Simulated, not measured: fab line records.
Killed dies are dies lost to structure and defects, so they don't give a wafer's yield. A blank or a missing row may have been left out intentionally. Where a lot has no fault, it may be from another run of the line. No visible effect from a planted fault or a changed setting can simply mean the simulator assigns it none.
fab line records	flow sky130
record: lots: 5	wafers: 15	last_day: 50
route steps=708 shown VIA3@585 METAL4@598 CAP2M@603 PAD_OPEN@708
lots that met no fault: from a run of the same line without faults
start_h: the number of hours between the record's first day and the start of the first shown wafer of the lot	wait_h: hours elapsed since this lot's preceding step	" repeats the value in the row above	L1.1+2: several wafers, shown together as one row	- no value present, or no start provided	* or withheld: withheld	< > ~ a bound
route shown NAME@n: a module of which the file shows steps, and the number in the route of the first	usual: mean and standard deviation over wafers with no fault	same: alike in all rows	chamber/n: place in a boat	sites: the reading at each site	_std_site: the standard deviation of these	_edge_site: mean of outer sites minus mean of inner sites	radius_mm: how far each site lies from the wafer's centre	mask NAME#n: copy n	behind: tool/chamber where the wafer was last shaped	hold: the reason the lot was held/the length of the hold in hours/how it ended	device: which transistor (n, p or np) failed to switch	end of line: the tests these same wafers got at the end of their route	where a step has no rows: the recipe by itself	killed: dies that structure and defects cost at the first sort, which is not the same as the wafer's yield	map: a wafer's dies, marking killed ones x, the rest . and places with no die _
set.NAME: the setting that was run; set.NAME@STEP: the one run at that earlier step	model.NAME: the simulator's own value behind a step, which no gauge read
lots at selected steps of the route; one table per step, one row per wafer
services: the hour from which a tool's chamber was out of use, counted from the record's first day as start_h (under 0 if before that day), plus the number of hours and why
== steps ==
step: SKY_VIA3_CD_MEAS_12
recipe: target_cd_nm: 200
usual: cd_nm: 200.4/1.2
lot.wafer	tool	chamber	start_h	wait_h	cd_nm
L763.2	cd_sem-01	-	931.41	-	202.3
L763.5	"	-	"	"	202.5
L763.6	"	-	"	"	201.8
L774.1	cd_sem-02	-	1008.88	-	200.3
L774.2	"	-	"	"	199.1
L774.5	"	-	"	"	199.7
L779.1	cd_sem-01	-	1058.23	-	200.7
L779.4	"	-	"	"	202.1
L779.6	"	-	"	"	200.9
L783.1	cd_sem-02	-	1065.98	-	199.0
L783.3	"	-	"	"	200.2
L783.6	"	-	"	"	197.9
L784.1	cd_sem-01	-	1076.27	-	198.9
L784.4	"	-	"	"	200.9
L784.5	"	-	"	"	199.7
step: SKY_VIA3_OVL_MEAS_13
usual: VIA3_OVL: -1/5.8
lot.wafer	tool	chamber	start_h	wait_h	VIA3_OVL[nm]
L763.2	overlay-02	-	931.52	0.1	-4
L763.5	"	-	"	"	-3
L763.6	"	-	"	"	-2
L774.1	overlay-02	-	1009.00	0.1	3
L774.2	"	-	"	"	-1
L774.5	"	-	"	"	6
L779.1	overlay-01	-	1058.35	0.1	8
L779.4	"	-	"	"	0
L779.6	"	-	"	"	-3
L783.1	overlay-01	-	1066.10	0.1	10
L783.3	"	-	"	"	3
L783.6	"	-	"	"	-9
L784.1	overlay-02	-	1076.39	0.1	3
L784.4	"	-	"	"	3
L784.5	"	-	"	"	6
step: SKY_VIA3_ETCH_14
recipe: chemistry: N2/H2	target: BARC	ion_energy_ev: 200	source_w: 500	bias_w: 100	pressure_mtorr: 30	n2_flow_sccm: 100	h2_flow_sccm: 200	stop_on: SiO2	time_s: 45.9	target_depth_a: 600
step: SKY_VIA3_ETCH_15
recipe: target: SiO2	chemistry: C4F8/O2/Ar	target_depth_nm: 507	stop_on: TiN	mask_material: KrF-thick	source_w: 1500	bias_w: 1200	pressure_mtorr: 40	c4f8_flow_sccm: withheld	O2_flow_sccm: 6	Ar_flow_sccm: 300	time_s: 78
step: SKY_VIA3_STRIP_16
recipe: chemistry: O2/N2	power_w: 1400	pressure_mtorr: 1500	platen_temp_c: withheld	o2_flow_sccm: 3000	n2_flow_sccm: 300	overash_fraction: 0.5
usual: drypump_motor_current_A: 5.7/0.56	oes_product_au: 0.402/0.0047	strip_time_to_endpoint_s: 4.134/0.024
lot.wafer	tool	chamber	start_h	wait_h	drypump_motor_current_A	oes_product_au	rf_hours_counter_h	strip_time_to_endpoint_s
L763.2	plasma_asher-01	1	931.65	0.0	6.4	0.408	48	4.146
L763.5	"	1	"	"	6.4	0.401	-	4.166
L763.6	"	0	"	"	4.9	0.404	-	4.142
L774.1	plasma_asher-02	1	1009.14	0.0	5.8	0.391	85	4.113
L774.2	"	0	"	"	5.1	0.401	85	4.102
L774.5	"	0	"	"	5.1	0.401	-	4.124
L779.1	plasma_asher-01	0	1058.49	0.0	4.9	0.402	61	4.130
L779.4	"	1	"	"	6.3	0.393	-	4.133
L779.6	"	0	"	"	4.9	0.407	-	4.151
L783.1	plasma_asher-01	1	1066.24	0.0	6.4	0.403	62	4.119
L783.3	"	0	"	"	5.0	0.399	-	4.126
L783.6	"	0	"	"	4.9	0.404	-	4.122
L784.1	plasma_asher-02	1	1076.53	0.0	5.8	0.414	91	4.120
L784.4	"	1	"	"	5.8	0.406	-	4.147
L784.5	"	0	"	"	5.1	0.400	-	4.147
step: SKY_VIA3_STRIP_17
recipe: chemistry: post_etch_residue_remover	time_s: 1200	temp_c: 72.5
step: SKY_VIA3_CLEAN_18
recipe: chemistry: IPA	time_s: 180	temp_c: 25
step: SKY_VIA3_CLEAN_19
recipe: chemistry: O3/DIW	dry: n2_spin
step: SKY_VIA3_SPUTTER_20
recipe: material: TiN	target_thk_nm: 20	chamber_pressure_pa: 5	power_w: 4000	time_s: 80
step: SKY_VIA3_CVD_21
recipe: material: W	target_thk_nm: 390	time_s: 117.31	temp_c: 400	pressure_torr: 40
usual: chamber_pressure_Torr: 40.00/0.087	heater_power_w: 838/95
same: time_s: 117.31
lot.wafer	tool	chamber	start_h	wait_h	chamber_pressure_Torr	heater_power_w	since_wet_clean_h
L763.2	cvd_w-01	1	932.31	0.0	40.06	698	14
L763.5	"	0	"	"	39.86	944	-
L763.6	"	1	"	"	40.06	719	-
L774.1	cvd_w-01	1	1009.80	0.0	40.11	712	92
L774.2	"	0	"	"	40.07	918	92
L774.5	"	1	"	"	39.99	727	-
L779.1	cvd_w-01	1	1059.16	0.0	40.07	716	141
L779.4	"	1	"	"	40.01	729	-
L779.6	"	1	"	"	40.03	733	-
L783.1	cvd_w-02	0	1066.90	0.0	39.93	925	663
L783.3	"	0	"	"	40.09	935	-
L783.6	"	0	"	"	40.02	918	-
L784.1	cvd_w-01	1	1077.18	0.0	40.04	740	159
L784.4	"	0	"	"	39.95	966	-
L784.5	"	1	"	"	39.95	749	-
step: SKY_VIA3_RS_MEAS_22
recipe: thk_meas_gauge: four-point-probe	reads: W_of_VIA3_CVD_21+TiN_of_VIA3_SPUTTER_20
usual: VIA3_W_RS: 0.294/0.0063
lot.wafer	tool	chamber	start_h	wait_h	VIA3_W_RS[ohm/sq]
L763.2	film_metro-03	-	932.45	0.1	0.301
L763.5	"	-	"	"	0.297
L763.6	"	-	"	"	0.300
L774.1	film_metro-01	-	1009.93	0.1	0.298
L774.2	"	-	"	"	0.296
L774.5	"	-	"	"	0.296
L779.1	film_metro-03	-	1059.29	0.1	0.301
L779.4	"	-	"	"	0.300
L779.6	"	-	"	"	0.301
L783.1	film_metro-01	-	1067.02	0.1	0.300
L783.3	"	-	"	"	0.298
L783.6	"	-	"	"	0.292
L784.1	film_metro-03	-	1077.30	0.1	0.292
L784.4	"	-	"	"	0.293
L784.5	"	-	"	"	0.295
step: SKY_VIA3_THK_MEAS_23
recipe: thk_meas_gauge: xrf	reads: W_of_VIA3_CVD_21
usual: VIA3_W_THK: 378/10
lot.wafer	tool	chamber	start_h	wait_h	VIA3_W_THK[nm]
L763.2	film_metro-03	-	932.56	0.1	367
L763.5	"	-	"	"	371
L763.6	"	-	"	"	365
L774.1	film_metro-01	-	1010.05	0.1	382
L774.2	"	-	"	"	383
L774.5	"	-	"	"	386
L779.1	film_metro-03	-	1059.41	0.1	362
L779.4	"	-	"	"	363
L779.6	"	-	"	"	360
L783.1	film_metro-01	-	1067.14	0.1	378
L783.3	"	-	"	"	376
L783.6	"	-	"	"	383
L784.1	film_metro-03	-	1077.42	0.1	372
L784.4	"	-	"	"	370
L784.5	"	-	"	"	368
step: SKY_VIA3_CMP_24
recipe: stop_on: SiO2	t_overpolish_s: 20	down_force_psi: 3.5	platen_rpm: 60	target_thk_nm: 0	pad_velocity_m_s: 0.94248
usual: motor_current_A: 11.2/1.3	overpolish_run_s: 19.998/0.0092	retaining_ring_pressure_frac: 1.000/0.005	time_to_endpoint_s: 96/3.4
lot.wafer	tool	chamber	start_h	wait_h	motor_current_A	overpolish_run_s	retaining_ring_pressure_frac	time_to_endpoint_s
L763.2	cmp-01	2	932.61	0.0	12.9	20.004	0.999	93
L763.6	"	2	"	"	12.3	20.006	1.003	95
L763.5	"	3	"	"	13.4	20.005	0.991	96
L774.1	cmp-01	2	1010.21	0.1	13.2	19.998	1.012	96
L774.2	"	3	"	"	13.4	20.011	0.999	96
L774.5	"	0	"	"	10.7	20.002	0.999	96
L779.4	cmp-02	3	1059.67	0.2	10.2	19.999	0.996	93
L779.1	"	2	"	"	10.4	19.999	1.003	97
L779.6	"	0	"	"	9.7	19.997	1.001	88
L783.1	cmp-02	2	1067.25	0.1	10.6	19.993	0.996	98
L783.3	"	3	"	"	9.9	19.985	0.994	95
L783.6	"	2	"	"	10.9	20.005	0.995	99
L784.4	cmp-02	1	1077.90	0.4	11.1	20.003	1.000	99
L784.1	"	3	"	"	9.9	19.998	1.003	98
L784.5	"	0	"	"	9.9	20.009	1.000	92
step: SKY_METAL4_SPUTTER_00
recipe: material: Ti	target_thk_nm: 15	power_w: 3000	time_s: 10	chamber_pressure_pa: 0.4
step: SKY_METAL4_SPUTTER_01
recipe: material: TiN	target_thk_nm: 20	power_w: 6500	time_s: 16.7	chamber_pressure_pa: 0.4
usual: throttle_valve_pct: 30.1/1.2
same: time_s: 16.7
lot.wafer	tool	chamber	start_h	wait_h	throttle_valve_pct
L763.2	pvd_sputter-04	-	932.94	0.0	30.6
L763.5	"	-	"	"	31.1
L763.6	"	-	"	"	31.2
L774.1	pvd_sputter-03	-	1010.43	0.0	30.5
L774.2	"	-	"	"	30.5
L774.5	"	-	"	"	30.4
L779.1	pvd_sputter-04	-	1059.99	0.0	31.5
L779.4	"	-	"	"	30.2
L779.6	"	-	"	"	31.1
L783.1	pvd_sputter-04	-	1067.52	0.0	29.9
L783.3	"	-	"	"	30.9
L783.6	"	-	"	"	31.2
L784.1	pvd_sputter-04	-	1078.17	0.0	30.1
L784.4	"	-	"	"	30.9
L784.5	"	-	"	"	30.5
step: SKY_METAL4_SPUTTER_02
recipe: material: AlCu	target_thk_nm: 735	power_w: 10600	time_s: 39.1	chamber_pressure_pa: 0.4
step: SKY_METAL4_SPUTTER_03
recipe: material: Ti	target_thk_nm: 5	power_w: 3000	time_s: 3.3	chamber_pressure_pa: 0.4
step: SKY_METAL4_SPUTTER_04
recipe: material: TiN	target_thk_nm: 70	power_w: 6500	time_s: 58.3	chamber_pressure_pa: 0.4
usual: throttle_valve_pct: 30.0/1.2
same: time_s: 58.3
lot.wafer	tool	chamber	start_h	wait_h	throttle_valve_pct
L763.2	pvd_sputter-04	-	933.02	0.0	30.5
L763.5	"	-	"	"	31.2
L763.6	"	-	"	"	31.1
L774.1	pvd_sputter-03	-	1010.51	0.0	30.6
L774.2	"	-	"	"	30.6
L774.5	"	-	"	"	30.4
L779.1	pvd_sputter-04	-	1060.07	0.0	31.4
L779.4	"	-	"	"	30.4
L779.6	"	-	"	"	31.5
L783.1	pvd_sputter-04	-	1067.60	0.0	29.7
L783.3	"	-	"	"	31.2
L783.6	"	-	"	"	31.5
L784.1	pvd_sputter-04	-	1078.25	0.0	30.6
L784.4	"	-	"	"	31.2
L784.5	"	-	"	"	30.3
step: SKY_CAP2M_CVD_00
recipe: material: SiO2	target_thk_nm: 15.5	temp_c: 400	time_s: withheld	rf_w: 450
usual: heater_power_w: 722/87
lot.wafer	tool	chamber	start_h	wait_h	heater_power_w
L763.2	pecvd-03	1	933.07	0.0	695
L763.5	"	1	"	"	704
L763.6	"	2	"	"	815
L774.1	pecvd-03	0	1010.56	0.0	752
L774.2	"	1	"	"	750
L774.5	"	2	"	"	831
L779.1	pecvd-01	1	1060.12	0.0	805
L779.4	"	2	"	"	909
L779.6	"	0	"	"	696
L783.1	pecvd-02	1	1067.65	0.0	629
L783.3	"	2	"	"	740
L783.6	"	0	"	"	584
L784.1	pecvd-03	2	1078.30	0.0	771
L784.4	"	1	"	"	738
L784.5	"	0	"	"	685
step: SKY_CAP2M_THK_MEAS_01
recipe: reads: SiO2_of_CAP2M_CVD_00
usual: CAP2M_CVD_00_THK: 15.47/0.21
lot.wafer	tool	chamber	start_h	wait_h	CAP2M_CVD_00_THK[nm]
L763.2	film_metro-04	-	933.11	-	15.29
L763.5	"	-	"	"	15.41
L763.6	"	-	"	"	15.50
L774.1	film_metro-03	-	1010.58	-	15.06
L774.2	"	-	"	"	15.27
L774.5	"	-	"	"	15.57
L779.1	film_metro-04	-	1060.14	-	15.05
L779.4	"	-	"	"	15.30
L779.6	"	-	"	"	15.36
L783.1	film_metro-04	-	1067.67	-	15.29
L783.3	"	-	"	"	15.35
L783.6	"	-	"	"	15.70
L784.1	film_metro-04	-	1078.32	-	15.50
L784.4	"	-	"	"	15.45
L784.5	"	-	"	"	15.61
step: SKY_CAP2M_SPUTTER_02
recipe: material: TiN	target_thk_nm: 200	temp_c: 300	power_w: 6500	time_s: 166.7	chamber_pressure_pa: 0.4
step: SKY_CAP2M_RS_MEAS_03
recipe: thk_meas_gauge: four-point-probe	reads: TiN_of_CAP2M_SPUTTER_02
usual: CAP2M_TIN_RS: 6.89/0.065
lot.wafer	tool	chamber	start_h	wait_h	CAP2M_TIN_RS[ohm/sq]
L763.2	film_metro-03	-	933.29	0.1	7.00
L763.5	"	-	"	"	7.02
L763.6	"	-	"	"	6.94
L774.1	film_metro-02	-	1010.75	0.1	6.83
L774.2	"	-	"	"	6.87
L774.5	"	-	"	"	6.83
L779.1	film_metro-04	-	1060.31	0.1	7.03
L779.4	"	-	"	"	7.01
L779.6	"	-	"	"	6.93
L783.1	film_metro-02	-	1067.84	0.1	6.95
L783.3	"	-	"	"	6.92
L783.6	"	-	"	"	6.98
L784.1	film_metro-02	-	1078.49	0.1	6.99
L784.4	"	-	"	"	6.93
L784.5	"	-	"	"	6.97
step: SKY_CAP2M_THK_MEAS_04
recipe: thk_meas_gauge: xrf	reads: TiN_of_CAP2M_SPUTTER_02
usual: CAP2M_TIN_THK: 198.9/2.1
lot.wafer	tool	chamber	start_h	wait_h	CAP2M_TIN_THK[nm]
L763.2	film_metro-03	-	933.40	0.1	194.6
L763.5	"	-	"	"	192.8
L763.6	"	-	"	"	196.0
L774.1	film_metro-02	-	1010.87	0.1	201.4
L774.2	"	-	"	"	199.7
L774.5	"	-	"	"	202.2
L779.1	film_metro-04	-	1060.43	0.1	195.1
L779.4	"	-	"	"	195.8
L779.6	"	-	"	"	198.3
L783.1	film_metro-02	-	1067.96	0.1	197.8
L783.3	"	-	"	"	198.5
L783.6	"	-	"	"	196.8
L784.1	film_metro-02	-	1078.61	0.1	195.5
L784.4	"	-	"	"	197.8
L784.5	"	-	"	"	196.7
step: SKY_CAP2M_DEHYDRATE_05
recipe: temp_c: 200	time_s: 60
step: SKY_CAP2M_HMDS_06
recipe: prime_time_s: 60	prime_temp_c: 120
step: SKY_CAP2M_COAT_07
recipe: resist: NOVOLAK	spin_rpm: 3000	resist_thk_nm: 1140
step: SKY_CAP2M_SOFTBAKE_08
recipe: temp_c: 90	time_s: 60	resist: NOVOLAK
step: SKY_CAP2M_EXPOSE_09
recipe: mask_id: CAP2M	na: 0.6	source_shape: conventional	sigma_outer: 0.6	polarization: unpolarized	target_cd_nm: 1000	dose_mj: 159
step: SKY_CAP2M_PEB_10
recipe: temp_c: withheld	time_s: *	resist: NOVOLAK
step: SKY_CAP2M_DEVELOP_11
recipe: resist: NOVOLAK	developer: TMAH	develop_time_s: 60	dev_temp_c: 23
step: SKY_CAP2M_OVL_MEAS_12
usual: CAP2M_OVL: -1.3/1.4
lot.wafer	tool	chamber	start_h	wait_h	CAP2M_OVL[nm]
L763.2	overlay-01	-	957.61	0.1	-1.4
L763.5	"	-	"	"	-0.5
L763.6	"	-	"	"	-4.1
L774.1	overlay-02	-	1033.20	0.1	-1.7
L774.2	"	-	"	"	-2.9
L774.5	"	-	"	"	-0.9
L779.1	overlay-02	-	1081.13	0.1	-1.7
L779.4	"	-	"	"	0.0
L779.6	"	-	"	"	-2.5
L783.1	overlay-01	-	1087.50	0.1	-1.8
L783.3	"	-	"	"	-1.7
L783.6	"	-	"	"	-0.1
L784.1	overlay-01	-	1098.93	0.1	-2.9
L784.4	"	-	"	"	-1.1
L784.5	"	-	"	"	-1.1
step: SKY_CAP2M_METAL_ETCH_13
recipe: target_depth_nm: 220	stop_on: SiO2	chemistry: Cl2/BCl3	target: TiN	pressure_mtorr: 10	icp_w: 900	bias_w: 48.5	Cl2_flow_sccm: 60	bcl3_flow_sccm: 30	time_s: 62.9
step: SKY_CAP2M_STRIP_14
recipe: chemistry: O2/N2	power_w: 1400	pressure_mtorr: 1500	platen_temp_c: withheld	o2_flow_sccm: 3000	n2_flow_sccm: 300	overash_fraction: 0.5
step: SKY_CAP2M_STRIP_15
recipe: chemistry: post_etch_residue_remover	time_s: 1200	temp_c: 72.5
step: SKY_CAP2M_CLEAN_16
recipe: chemistry: IPA	time_s: 180	temp_c: 25
step: SKY_CAP2M_CLEAN_17
recipe: chemistry: O3/DIW	dry: n2_spin
step: SKY_METAL4_DEHYDRATE_05
recipe: temp_c: 200	time_s: 60
step: SKY_METAL4_HMDS_06
recipe: prime_time_s: 60	prime_temp_c: 120
step: SKY_METAL4_COAT_07
recipe: resist: BARC	temp_c: withheld	time_s: withheld	spin_rpm: 3000	resist_thk_nm: 60
step: SKY_METAL4_COAT_08
recipe: resist: KrF-thick	spin_rpm: 3000	resist_thk_nm: 1140
step: SKY_METAL4_SOFTBAKE_09
recipe: temp_c: 100	time_s: 90	resist: KrF-thick
step: SKY_METAL4_EXPOSE_10
recipe: mask_id: MM4	na: 0.68	source_shape: annular	sigma_inner: 0.4	sigma_outer: 0.8	target_cd_nm: 300	dose_mj: 28
step: SKY_PAD_OPEN_PROBE_99
usual: defect_limited_yield: 82.6/1.8	killed_at_M0_to_M3: 43/7	killed_at_M4_up: 3.4/1.9	killed_at_contacts: 24/5.4	killed_at_front_end: 15/4.4	killed_at_other: 0.4/0.63	killed_dies: 86/9.1	killed_on_rim: 16/3.5	killed_open: 46/6.6	killed_short: 39/6.6	sort_bin_3_pad_short: 0.9/0.46	sort_bin_5_function: 10.3/1.4	sort_bin_6_memory: 6.2/1.1	sort_n_pass: 406/9.1	sort_yield_pct: 82.6/1.8
same: gross_dies: 492	killed_at_back_side: 0	sort_bin_4_leakage[%]: 0	sort_bin_8_speed[%]: 0
lot.wafer	tool	chamber	start_h	wait_h	hold	defect_limited_yield[%]	killed_at_M0_to_M3	killed_at_M4_up	killed_at_contacts	killed_at_front_end	killed_at_other	killed_dies	killed_on_rim	killed_open	killed_short	sort_bin_3_pad_short[%]	sort_bin_5_function[%]	sort_bin_6_memory[%]	sort_n_pass	sort_yield_pct[%]	model.etest.tester.sort_n_pass	model.etest.tester.sort_yield_pct	model.etest.tester.sort_bin_5_pct	model.etest.tester.sort_bin_6_pct	model.etest.tester.sort_bin_3_pct
L763.2	prober-02	-	1078.20	0.1	-	83.9	32	1	31	15	0	79	15	44	34	0.8	8.7	6.5	413	83.9	413	83.94	8.74	6.504	0.813
L763.5	prober-02	-	1078.35	0.2	-	81.5	54	2	23	11	1	91	21	50	41	1.4	10.6	6.5	401	81.5	401	81.5	10.57	6.504	1.423
L763.6	prober-02	-	1078.40	0.2	-	83.7	50	3	16	10	1	80	14	41	39	0.2	10.4	5.7	412	83.7	412	83.74	10.37	5.691	0.2033
L774.1	prober-01	-	1143.02	0.1	await_dispo/1.3h/release	83.1	37	5	23	18	0	83	18	45	38	2.2	10.0	4.7	409	83.1	409	83.13	9.959	4.675	2.236
L774.2	prober-01	-	1143.07	0.1	await_dispo/1.3h/release	84.1	35	5	20	17	1	78	17	34	44	0.6	10.2	5.1	414	84.1	414	84.15	10.16	5.081	0.6098
L774.5	prober-01	-	1143.22	0.2	await_dispo/1.3h/release	29.5	324	1	11	11	0	347	70	20	28	6.1	47.0	17.5	145	29.5	145	29.47	46.95	17.48	6.098
L779.1	prober-01	-	1182.95	0.1	-	82.5	37	4	21	23	1	86	20	51	35	0.8	10.6	6.1	406	82.5	406	82.52	10.57	6.098	0.813
L779.4	prober-01	-	1183.10	0.2	-	80.7	42	4	26	23	0	95	22	52	43	1.4	13.0	4.9	397	80.7	397	80.69	13.01	4.878	1.423
L779.6	prober-01	-	1183.20	0.2	-	85.2	28	5	21	19	0	73	10	41	32	1.2	7.7	5.9	419	85.2	419	85.16	7.724	5.894	1.22
L783.1	prober-02	-	1188.25	0.1	-	81.3	45	4	21	22	0	92	22	46	46	1.0	12.0	5.7	400	81.3	400	81.3	11.99	5.691	1.016
L783.3	prober-02	-	1188.35	0.2	-	80.5	35	1	34	25	1	96	19	52	44	1.0	11.4	7.1	396	80.5	396	80.49	11.38	7.114	1.016
L783.6	prober-02	-	1188.50	0.2	-	84.1	40	2	22	14	0	78	13	41	37	0.8	6.9	8.1	414	84.1	414	84.15	6.911	8.13	0.813
L784.1	prober-01	-	1194.87	0.1	-	80.9	42	6	29	16	1	94	23	42	52	1.2	9.3	8.5	398	80.9	398	80.89	9.35	8.537	1.22
L784.4	prober-01	-	1195.02	0.2	-	84.3	37	5	16	19	0	77	18	38	39	1.2	10.2	4.3	415	84.3	415	84.35	10.16	4.268	1.22
L784.5	prober-01	-	1195.07	0.2	-	82.3	33	2	34	18	0	87	14	47	40	0.6	9.3	7.7	405	82.3	405	82.32	9.35	7.724	0.6098
killed by level:class
L763.2 CONTACT:geometric_particle:open=11 LI_CONTACT:geometric_particle:open=7 FIELD_ISO:geometric_particle:open=6 VIA1:geometric_particle:open=6 VIA2:geometric_particle:open=6 CONTACT:geometric_particle:short=5 VIA3:geometric_particle:open=5 POLY_GATE:geometric_particle:short=4
L763.5 VIA1:geometric_particle:open=14 CONTACT:geometric_particle:open=10 METAL1:geometric_particle:short=7 METAL2:geometric_particle:short=7 VIA3:geometric_particle:open=6 LI_CONTACT:geometric_particle:open=5 VIA2:geometric_particle:open=5 VIA3:geometric_particle:short=5
L763.6 VIA1:geometric_particle:open=15 METAL1:geometric_particle:short=9 CONTACT:geometric_particle:open=7 VIA3:geometric_particle:short=5 LI_CONTACT:geometric_particle:open=4 VIA1:geometric_particle:short=4 VIA2:geometric_particle:open=4 METAL3:geometric_particle:short=4
L774.1 VIA1:geometric_particle:open=13 CONTACT:geometric_particle:open=8 POLY_GATE:geometric_particle:short=5 LOCAL_INTERCONNECT:geometric_particle:short=5 CONTACT:geometric_particle:short=5 METAL1:geometric_particle:short=5 FIELD_ISO:geometric_particle:open=4 VIA3:geometric_particle:open=4
L774.2 FIELD_ISO:geometric_particle:short=8 VIA1:geometric_particle:open=8 VIA1:geometric_particle:short=7 VIA2:geometric_particle:open=6 LI_CONTACT:geometric_particle:open=6 CONTACT:geometric_particle:open=5 LI_CONTACT:geometric_particle:short=4 METAL1:geometric_particle:short=4
L774.5 VIA3:unspecified=299 METAL1:geometric_particle:short=5 METAL2:geometric_particle:short=5 VIA3:geometric_particle:open=5 FIELD_ISO:geometric_particle:short=4 CONTACT:geometric_particle:open=4 VIA1:geometric_particle:short=3 POLY_GATE:geometric_particle:short=2
L779.1 VIA2:geometric_particle:open=10 CONTACT:geometric_particle:open=9 VIA3:geometric_particle:open=7 FIELD_ISO:geometric_particle:open=6 LI_CONTACT:geometric_particle:open=6 VIA1:geometric_particle:open=5 FIELD_ISO:geometric_particle:short=4 POLY_GATE:geometric_particle:open=4
L779.4 CONTACT:geometric_particle:open=10 LI_CONTACT:geometric_particle:open=8 METAL1:geometric_particle:short=8 VIA1:geometric_particle:open=7 VIA3:geometric_particle:open=7 POLY_GATE:geometric_particle:open=6 POLY_GATE:geometric_particle:short=6 METAL2:geometric_particle:short=5
L779.6 CONTACT:geometric_particle:open=9 POLY_GATE:geometric_particle:open=8 VIA2:geometric_particle:open=7 POLY_GATE:geometric_particle:short=4 CONTACT:geometric_particle:short=4 VIA1:geometric_particle:open=4 FIELD_ISO:geometric_particle:open=3 METAL4:geometric_particle:short=3
L783.1 VIA1:geometric_particle:open=14 FIELD_ISO:geometric_particle:short=7 POLY_GATE:geometric_particle:short=6 LI_CONTACT:geometric_particle:short=6 VIA1:geometric_particle:short=6 VIA2:geometric_particle:open=6 VIA3:geometric_particle:open=6 CONTACT:geometric_particle:short=5
L783.3 CONTACT:geometric_particle:open=12 FIELD_ISO:geometric_particle:open=10 VIA1:geometric_particle:open=8 FIELD_ISO:geometric_particle:short=7 METAL1:geometric_particle:short=7 LI_CONTACT:geometric_particle:open=6 CONTACT:geometric_particle:short=6 LOCAL_INTERCONNECT:geometric_particle:short=5
L783.6 CONTACT:geometric_particle:open=9 VIA2:geometric_particle:open=8 VIA1:geometric_particle:open=7 METAL1:geometric_particle:short=6 LI_CONTACT:geometric_particle:open=5 POLY_GATE:geometric_particle:short=4 METAL2:geometric_particle:short=4 VIA3:geometric_particle:open=4
L784.1 VIA1:geometric_particle:open=15 CONTACT:geometric_particle:short=8 METAL2:geometric_particle:short=7 VIA1:geometric_particle:short=7 POLY_GATE:geometric_particle:short=6 LOCAL_INTERCONNECT:geometric_particle:short=6 METAL4:geometric_particle:short=6 LI_CONTACT:geometric_particle:open=5
L784.4 CONTACT:geometric_particle:open=8 VIA1:geometric_particle:open=7 FIELD_ISO:geometric_particle:short=6 VIA3:geometric_particle:open=6 VIA1:geometric_particle:short=6 LI_CONTACT:geometric_particle:open=5 METAL4:geometric_particle:short=5 METAL1:geometric_particle:short=4
L784.5 CONTACT:geometric_particle:open=14 LI_CONTACT:geometric_particle:open=7 POLY_GATE:geometric_particle:open=6 METAL2:geometric_particle:short=6 VIA2:geometric_particle:open=6 LI_CONTACT:geometric_particle:short=5 METAL1:geometric_particle:short=5 LOCAL_INTERCONNECT:geometric_particle:short=5
map L774.5 (x killed, . not)
__________xx.xx...xx_________
________.xxx..xxxxxxxx_______
______.xxxxx.xxxxxx.x.xx_____
_____xxx....xxxxxx.xxxxxx____
____x.xxx.x...x.xx.xxx.x.x___
___x...x..xx.x.xx.xxxxx.xxx__
__.xxxxxx.x...xxxxxx..xxxxxx_
_..xxxxxxx.x....xxxxx....xxxx
_..x.xx..xx.x.xxxxxxxxxx.xxxx
_xxxxxxxxxx.x.x.x.x..xxx..xxx
_xxx.xx.xx.x.xxx.xxxx.xx.xxx.
_.x.xxxx.xx.xxxxx.xx.xxxxx.x.
_.x...xxxxxxxxxxxxxxxxxx.x.x.
_xxxx.x.xxxx..xxxxxxx.x...xxx
_xxxxxxx.x.xxxxxxxx.x.x.xxx.x
__.xxxxx.xx.xxxx.x.xxxxx.xxx_
___xx..x.xxxx..xxxxx..x.xxx__
____x...x...x..x.xx...xxxx___
_____xxxxxxx...xxxxxx.x.x____
______x.x.xxxxx.x.x.xxxx_____
________xxxx.xxx.xx.xx_______
__________xxxx.xxxxx_________
map L763.5 (x killed, . not)
__________.....xx..x_________
________xx.......x...._______
______..x....x....x....._____
_____.....x....x.........____
____x...........x.........___
___..xxx.x.....x........x.x__
__x.......x................._
_....xx....x.....x......x....
_.x..x...xx.x.x............x.
_..x........x...........x....
_...x.x...x........x.x...x.xx
_........x.......x.x....x.x..
_..x.....x...x....x......x...
_.xx....xx.x...x....x...x...x
_.x.x........x.......x......x
__.x.x...........x.xxx.x.x.x_
___........................__
____.x......x..........x.x___
_____..x.....x...........____
______........x..xx....._____
________...........x.._______
__________x.....x.x._________
== services ==
tool	chamber	start_h	hours	kind
plasma_asher-01	-	911.79	2.8	pm
plasma_asher-02	-	912.70	3.1	repair
cvd_w-01	0	918.00	-	clean
cvd_w-01	1	918.00	-	clean
cmp-02	-	919.52	4.0	pm
cmp-02	-	923.52	-	consumable_replace:conditioner
cmp-02	-	923.52	-	consumable_replace:pad
pecvd-03	0	929.10	5.0	scheduled_down
pecvd-03	-	938.27	1.1	repair
cvd_w-01	-	944.76	14.6	pm
pvd_sputter-03	-	945.81	0.8	repair
pecvd-03	-	954.29	0.8	repair
cvd_w-01	-	962.52	2.8	pm
pecvd-02	-	969.10	1.4	repair
pecvd-03	-	975.11	0.8	repair
cvd_w-02	-	987.45	2.8	pm
pecvd-02	-	992.09	8.8	repair
pecvd-01	1	995.30	4.8	repair
pecvd-03	0	998.47	2.1	scheduled_down
pecvd-02	1	1007.89	6.6	repair
cmp-02	-	1025.51	1.0	repair
cvd_w-02	-	1055.35	0.7	repair
cmp-01	-	1069.01	0.7	repair
cmp-01	-	1074.68	3.7	pm
== key ==
first_sign: step: SKY_PAD_OPEN_PROBE_99	reading: killed_at_M0_to_M3	direction: up	sigmas: 40	usual: 43	struck: 324
effect: step: SKY_PAD_OPEN_PROBE_99	reading: defect_limited_yield	direction: down	sigmas: 29	usual: 82.6	struck: 29.5
model_effect: step: SKY_PAD_OPEN_PROBE_99	value: etest.tester.sort_n_pass	without: 413	struck: 145
met_at SKY_VIA3_CMP_24
struck_wafers L774.5
fault: kind: chamber_particle_source	tool: cmp-01	chamber: 0	onset_h: 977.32	steps: SKY_VIA3_CMP_24	rate_per_visit_cm2: 2.022	end_h: 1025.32
